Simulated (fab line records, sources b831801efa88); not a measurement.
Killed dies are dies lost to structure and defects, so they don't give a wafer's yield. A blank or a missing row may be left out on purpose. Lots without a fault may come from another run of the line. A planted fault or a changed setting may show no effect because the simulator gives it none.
Which tool did it? | flow gf180mcu | 13 lots, 39 wafers sampled, at 5 steps of a route of 602

WHAT THE GAUGES READ, wafer by wafer
GF_V2_OVL_MEAS_15.
lot  | measured     | on         | V2_OVL (nm)
L448 | day 20 10:34 | overlay-02 | -2 -3 1
L449 | day 20 22:40 | overlay-01 | -1 -12 -7
L451 | day 21 19:46 | overlay-01 | -6 -6 3
L452 | day 22 03:22 | overlay-01 | -4 -17 -7
L454 | day 22 19:20 | overlay-01 | -9 0 -3
L456 | day 23 17:58 | overlay-01 | -3 -5 -2
L457 | day 23 23:28 | overlay-02 | -7 -3 0
L461 | day 25 03:34 | overlay-01 | -11 -7 -4
L462 | day 25 17:25 | overlay-02 | -7 -10 0
L463 | day 25 22:55 | overlay-01 | -6 -11 -2
L464 | day 26 04:42 | overlay-02 | -4 -3 -4
L467 | day 27 08:12 | overlay-01 | -7 -9 -6
L469 | day 27 18:54 | overlay-01 | -1 -8 1

GF_M3_CD_MEAS_14: target cd 280 nm.
lot  | measured     | on        | cd_nm (nm)
L448 | day 21 12:07 | cd_sem-02 | 278.6 279.3 278.0
L449 | day 22 00:11 | cd_sem-02 | 279.4 278.9 278.7
L451 | day 22 21:05 | cd_sem-02 | 279.7 278.6 279.3
L452 | day 23 04:11 | cd_sem-02 | 279.1 279.8 279.1
L454 | day 23 19:20 | cd_sem-02 | 279.5 281.5 279.6
L456 | day 24 17:31 | cd_sem-01 | 278.5 278.6 277.6
L457 | day 24 23:17 | cd_sem-01 | 279.3 279.1 277.9
L461 | day 26 02:17 | cd_sem-02 | 278.0 279.2 279.4
L462 | day 26 16:12 | cd_sem-02 | 278.6 278.5 266.4
L463 | day 26 22:23 | cd_sem-02 | 266.8 279.6 279.0
L464 | day 27 03:02 | cd_sem-02 | 268.5 269.4 268.6
L467 | day 28 05:40 | cd_sem-02 | 279.4 279.7 280.4
L469 | day 28 15:55 | cd_sem-02 | 278.7 279.7 280.0

WHICH TOOL RAN EACH LOT (tool, then ch and the chambers of the sampled wafers, then the start)
lot  | GF_V2_SPUTTER_22             | GF_M3_SPUTTER_03             | GF_M3_EXPOSE_11
L448 | pvd_sputter-04, day 20 11:19 | pvd_sputter-01, day 20 12:07 | krf_scanner-02 ch 0, day 21 00:21
L449 | pvd_sputter-04, day 20 23:26 | pvd_sputter-01, day 21 00:13 | krf_scanner-02 ch 0, day 21 12:42
L451 | pvd_sputter-04, day 21 20:32 | pvd_sputter-04, day 21 21:19 | krf_scanner-02 ch 0, day 22 09:47
L452 | pvd_sputter-01, day 22 04:08 | pvd_sputter-02, day 22 04:55 | krf_scanner-02 ch 0, day 22 17:08
L454 | pvd_sputter-03, day 22 20:06 | pvd_sputter-01, day 22 20:53 | krf_scanner-01 ch 0, day 23 08:22
L456 | pvd_sputter-01, day 23 18:44 | pvd_sputter-04, day 23 19:31 | krf_scanner-02 ch 0, day 24 06:17
L457 | pvd_sputter-01, day 24 00:13 | pvd_sputter-04, day 24 01:02 | krf_scanner-02 ch 0, day 24 12:44
L461 | pvd_sputter-04, day 25 04:22 | pvd_sputter-01, day 25 05:10 | krf_scanner-01 ch 0, day 25 16:24
L462 | pvd_sputter-01, day 25 18:19 | pvd_sputter-02, day 25 19:07 | krf_scanner-02 ch 0, day 26 05:31
L463 | pvd_sputter-01, day 25 23:40 | pvd_sputter-04, day 26 01:31 | krf_scanner-02 ch 0, day 26 12:26
L464 | pvd_sputter-03, day 26 05:28 | pvd_sputter-01, day 26 06:16 | krf_scanner-02 ch 0, day 26 17:07
L467 | pvd_sputter-01, day 27 08:58 | pvd_sputter-04, day 27 09:46 | krf_scanner-01 ch 0, day 27 19:49
L469 | pvd_sputter-04, day 27 19:40 | pvd_sputter-01, day 27 20:28 | krf_scanner-01 ch 0, day 28 06:23
- GF_V2_SPUTTER_22: material TiN, target thk 10 nm, time 40 s.
- GF_M3_SPUTTER_03: material Ti, target thk 10 nm, time 6.7 s.
- GF_M3_EXPOSE_11: exposes mask Metal3, target cd 280 nm.

WHAT THE TOOLS THEMSELVES READ (means of the sampled wafers that have a number; where no wafer has one, the mark that the record gives instead)
GF_V2_SPUTTER_22.
lot  | tool           | throttle_valve_pct (%)
L448 | pvd_sputter-04 | 30.6
L449 | pvd_sputter-04 | 30.2
L451 | pvd_sputter-04 | 29.8
L452 | pvd_sputter-01 | 30.8
L454 | pvd_sputter-03 | 29.3
L456 | pvd_sputter-01 | 31.1
L457 | pvd_sputter-01 | 30.5
L461 | pvd_sputter-04 | 29.9
L462 | pvd_sputter-01 | 31.4
L463 | pvd_sputter-01 | 31.1
L464 | pvd_sputter-03 | 30.2
L467 | pvd_sputter-01 | 30.9
L469 | pvd_sputter-04 | 30.0

GF_M3_SPUTTER_03.
lot  | tool           | throttle_valve_pct (%)
L448 | pvd_sputter-01 | 31.0
L449 | pvd_sputter-01 | 30.7
L451 | pvd_sputter-04 | 30.1
L452 | pvd_sputter-02 | 30.0
L454 | pvd_sputter-01 | 30.9
L456 | pvd_sputter-04 | 30.3
L457 | pvd_sputter-04 | 29.8
L461 | pvd_sputter-01 | 30.3
L462 | pvd_sputter-02 | 31.0
L463 | pvd_sputter-04 | 30.0
L464 | pvd_sputter-01 | 31.2
L467 | pvd_sputter-04 | 30.6
L469 | pvd_sputter-01 | 31.0

GF_M3_EXPOSE_11.
lot  | tool           | focus_offset_nm (nm)
L448 | krf_scanner-02 | -0.2
L449 | krf_scanner-02 | 0.3
L451 | krf_scanner-02 | 0.6
L452 | krf_scanner-02 | 0.8
L454 | krf_scanner-01 | -0.1
L456 | krf_scanner-02 | -0.2
L457 | krf_scanner-02 | 0.6
L461 | krf_scanner-01 | -0.1
L462 | krf_scanner-02 | -0.2
L463 | krf_scanner-02 | 0.2
L464 | krf_scanner-02 | 0.4
L467 | krf_scanner-01 | 0.2
L469 | krf_scanner-01 | 0.1

THE ANSWER, worked out from the rows above alone
Rule: what is usual is taken from the lots themselves. Put in order of their means at a reading, lots are off if they are a third of the lots or fewer, leave a main group of 4 or more, and stand apart from it by a gap of 3 or more times the standard deviation of the main group's means; of several such gaps the widest counts. A main group whose means are all the same, to the digits that the tables above print for the reading, isn't used. A lot without any number at a reading at which 4 lots or more have one is off too. The other lots that the step has rows for count as sound. The gauges are gone through in route order, then the tools' own readings, and for those a lot's mean is taken as printed above. The first step at which some lot is off is used, and at that step the reading that is off furthest; a lot without a number counts as furthest.
Off: L462, L463, L464, at GF_M3_CD_MEAS_14 (cd_nm). The main group: mean 279.2 nm, standard deviation 0.55.
A tool fits if, at a process step before that reading, it ran every lot that is off, and no sound lot after the first of them. The gauges at GF_M3_CD_MEAS_14 are tried like those tools. One fits: krf_scanner-02 at GF_M3_EXPOSE_11. Its last sound lot is L457 (day 24 12:44), its first lot that is off L462 (day 26 05:31): a fault that began between those two fits.

WHAT THE SIMULATOR HAD PUT IN
Process parameter drift: krf_scanner-02, from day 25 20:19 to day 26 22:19, at GF_M3_EXPOSE_11. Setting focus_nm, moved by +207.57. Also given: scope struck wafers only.
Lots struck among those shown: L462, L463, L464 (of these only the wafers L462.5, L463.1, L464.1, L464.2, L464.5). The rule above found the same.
